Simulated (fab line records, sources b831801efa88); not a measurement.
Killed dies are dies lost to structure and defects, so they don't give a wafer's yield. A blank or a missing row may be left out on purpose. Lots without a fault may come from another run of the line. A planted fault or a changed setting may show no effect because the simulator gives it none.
Which tool did it? | flow gf180mcu | 14 lots, 42 wafers sampled, at 5 steps of a route of 602

WHAT THE GAUGES READ, wafer by wafer
GF_MVPSD_OVL_MEAS_07. Usual: MVPSD_OVL -0.2 nm, standard deviation 1.4.
lot  | measured     | on         | MVPSD_OVL (nm) | flag
L724 | day 4 21:35  | overlay-01 | -1.1 -0.8 -0.5 |
L725 | day 5 07:14  | overlay-02 | 0.2 2.3 2.3    |
L727 | day 5 15:34  | overlay-02 | -0.9 -0.4 -0.7 |
L728 | day 6 06:01  | overlay-02 | -2.5 -2.2 -2.4 |
L730 | day 6 16:58  | overlay-02 | 0.9 -0.4 -0.7  |
L732 | day 7 03:41  | overlay-02 | -0.5 0.4 0.0   |
L733 | day 7 07:25  | overlay-02 | -0.3 -0.5 -0.3 |
L735 | day 7 22:13  | overlay-02 | -1.0 -0.8 1.0  |
L736 | day 8 01:13  | overlay-02 | 0.4 0.2 -0.5   |
L737 | day 8 06:14  | overlay-01 | 2.7 -0.1 1.4   |
L743 | day 9 19:22  | overlay-01 | -3.5 -1.0 -0.7 |
L745 | day 10 06:34 | overlay-02 | -1.3 -1.4 -0.1 |
L746 | day 10 12:52 | overlay-01 | -0.9 0.0 -1.6  |
L747 | day 10 19:40 | overlay-02 | 0.7 1.1 0.5    |

GF_DUAL_GATE_THK_MEAS_03. Usual: DUAL_GATE_OXIDATION_00_THK 10.90 nm, standard deviation 0.24.
lot  | measured     | on            | DUAL_GATE_OXIDATION_00_THK (nm) | flag
L724 | day 7 11:28  | film_metro-02 | 10.84 11.02 10.91               |
L725 | day 7 23:59  | film_metro-04 | 10.61 10.60 10.70               |
L727 | day 8 10:40  | film_metro-04 | 10.73 10.76 10.73               |
L728 | day 9 01:30  | film_metro-02 | 11.10 11.13 11.15               |
L730 | day 9 15:58  | film_metro-02 | 10.82 10.57 10.67               |
L732 | day 10 00:57 | film_metro-04 | 10.80 10.74 10.85               |
L733 | day 10 07:00 | film_metro-04 | 10.61 10.67 10.70               |
L735 | day 10 23:14 | film_metro-02 | 10.66 10.48 10.57               |
L736 | day 11 04:16 | film_metro-02 | 10.53 10.53 10.52               |
L737 | day 11 06:34 | film_metro-02 | 11.23 11.00 10.99               |
L743 | day 13 04:14 | film_metro-02 | 11.12 10.94 11.02               |
L745 | day 13 14:32 | film_metro-02 | 11.04 11.11 11.10               |
L746 | day 13 19:58 | film_metro-02 | 11.13 11.21 11.22               |
L747 | day 14 03:36 | film_metro-01 | 11.01 11.15 11.11               |

GF_POLY_GATE_CD_MEAS_10: target cd 280 nm. Usual: cd_nm 280.5 nm, standard deviation 1.4.
lot  | measured     | on        | cd_nm (nm)        | flag
L724 | day 8 23:15  | cd_sem-01 | 280.8 282.4 281.1 |
L725 | day 9 12:51  | cd_sem-02 | 279.6 279.4 280.4 |
L727 | day 10 00:37 | cd_sem-02 | 281.3 281.3 282.0 |
L728 | day 10 15:53 | cd_sem-02 | 281.6 281.4 281.8 |
L730 | day 11 08:01 | cd_sem-02 | 280.9 280.3 280.9 |
L732 | day 11 18:07 | cd_sem-02 | 278.9 277.3 278.6 |
L733 | day 11 23:09 | cd_sem-02 | 280.2 279.0 279.0 |
L735 | day 12 16:37 | cd_sem-01 | 281.5 282.7 281.6 |
L736 | day 12 22:28 | cd_sem-02 | 280.5 280.5 281.8 |
L737 | day 12 23:56 | cd_sem-02 | 280.3 279.7 279.3 |
L743 | day 14 23:57 | cd_sem-02 | 277.9 277.9 278.2 |
L745 | day 15 12:02 | cd_sem-01 | 273.5 279.8 281.0 |
L746 | day 15 16:08 | cd_sem-02 | 273.6 281.9 281.1 |
L747 | day 16 01:30 | cd_sem-02 | 281.2 281.7 281.2 |

GF_POLY_GATE_THK_MEAS_17. Usual: POLY_GATE_OXIDATION_THK 4.01 nm, standard deviation 0.085.
lot  | measured     | on            | POLY_GATE_OXIDATION_THK (nm) | flag
L724 | day 9 01:56  | film_metro-01 | 4.06 4.09 4.01               |
L725 | day 9 14:35  | film_metro-03 | 3.97 4.01 4.00               |
L727 | day 10 03:45 | film_metro-01 | 3.96 4.08 3.95               |
L728 | day 10 17:32 | film_metro-03 | 4.07 4.13 4.04               |
L730 | day 11 09:43 | film_metro-01 | 3.79 3.89 3.85               |
L732 | day 11 19:46 | film_metro-04 | 3.99 3.97 4.02               |
L733 | day 12 01:49 | film_metro-03 | 3.82 3.89 3.85               |
L735 | day 12 18:46 | film_metro-03 | 4.06 4.15 4.12               |
L736 | day 13 00:07 | film_metro-01 | 3.91 3.92 3.92               |
L737 | day 13 02:47 | film_metro-01 | 4.09 3.99 3.98               |
L743 | day 15 01:35 | film_metro-01 | 3.92 3.87 4.00               |
L745 | day 15 13:41 | film_metro-04 | 4.17 4.15 4.11               |
L746 | day 15 17:47 | film_metro-01 | 4.07 4.07 3.98               |
L747 | day 16 03:10 | film_metro-04 | 3.98 3.99 3.90               |

WHICH TOOL RAN EACH LOT (tool, then ch and the chambers of the sampled wafers, then the start)
lot  | GF_POLY_GATE_PEB_08
L724 | litho_track-03 ch 0, day 8 22:56
L725 | litho_track-04 ch 0, day 9 12:32
L727 | litho_track-01 ch 0, day 10 00:16
L728 | litho_track-03 ch 0, day 10 15:32
L730 | litho_track-04 ch 0, day 11 07:40
L732 | litho_track-01 ch 0, day 11 17:46
L733 | litho_track-04 ch 0, day 11 22:49
L735 | litho_track-04 ch 0, day 12 16:16
L736 | litho_track-03 ch 0, day 12 22:07
L737 | litho_track-01 ch 0, day 12 23:35
L743 | litho_track-04 ch 0, day 14 23:37
L745 | litho_track-04 ch 0, day 15 11:41
L746 | litho_track-04 ch 0, day 15 15:47
L747 | litho_track-01 ch 0, day 16 01:09
- GF_POLY_GATE_PEB_08: peb time 90 s.

WHAT THE TOOLS THEMSELVES READ (means of the sampled wafers that have a number; where no wafer has one, the mark that the record gives instead)
GF_POLY_GATE_PEB_08. Usual: resist_line_temp_C 22.98 C, standard deviation 0.1.
lot  | tool           | resist_line_temp_C (C) | flag
L724 | litho_track-03 | 22.98                  |
L725 | litho_track-04 | 22.84                  |
L727 | litho_track-01 | 23.07                  |
L728 | litho_track-03 | 23.05                  |
L730 | litho_track-04 | 22.96                  |
L732 | litho_track-01 | 23.06                  |
L733 | litho_track-04 | 23.12                  |
L735 | litho_track-04 | 22.87                  |
L736 | litho_track-03 | 22.97                  |
L737 | litho_track-01 | 22.95                  |
L743 | litho_track-04 | 23.13                  |
L745 | litho_track-04 | 22.80                  |
L746 | litho_track-04 | 22.99                  |
L747 | litho_track-01 | 22.91                  |

THE ANSWER, worked out from the rows above alone
Rule: a lot is off if the mean of its wafers that have a number lies more than 3 standard deviations from the usual mean. A lot without any number at a reading at which 4 lots or more have one is off too. The other lots that the step has rows for count as sound. The gauges are gone through in route order, then the tools' own readings, and for those a lot's mean is taken as printed above. The first step at which some lot is off is used, and at that step the reading that is off furthest; a lot without a number counts as furthest.
No lot is off at any reading shown: from this, nothing can be told.

WHAT THE SIMULATOR HAD PUT IN
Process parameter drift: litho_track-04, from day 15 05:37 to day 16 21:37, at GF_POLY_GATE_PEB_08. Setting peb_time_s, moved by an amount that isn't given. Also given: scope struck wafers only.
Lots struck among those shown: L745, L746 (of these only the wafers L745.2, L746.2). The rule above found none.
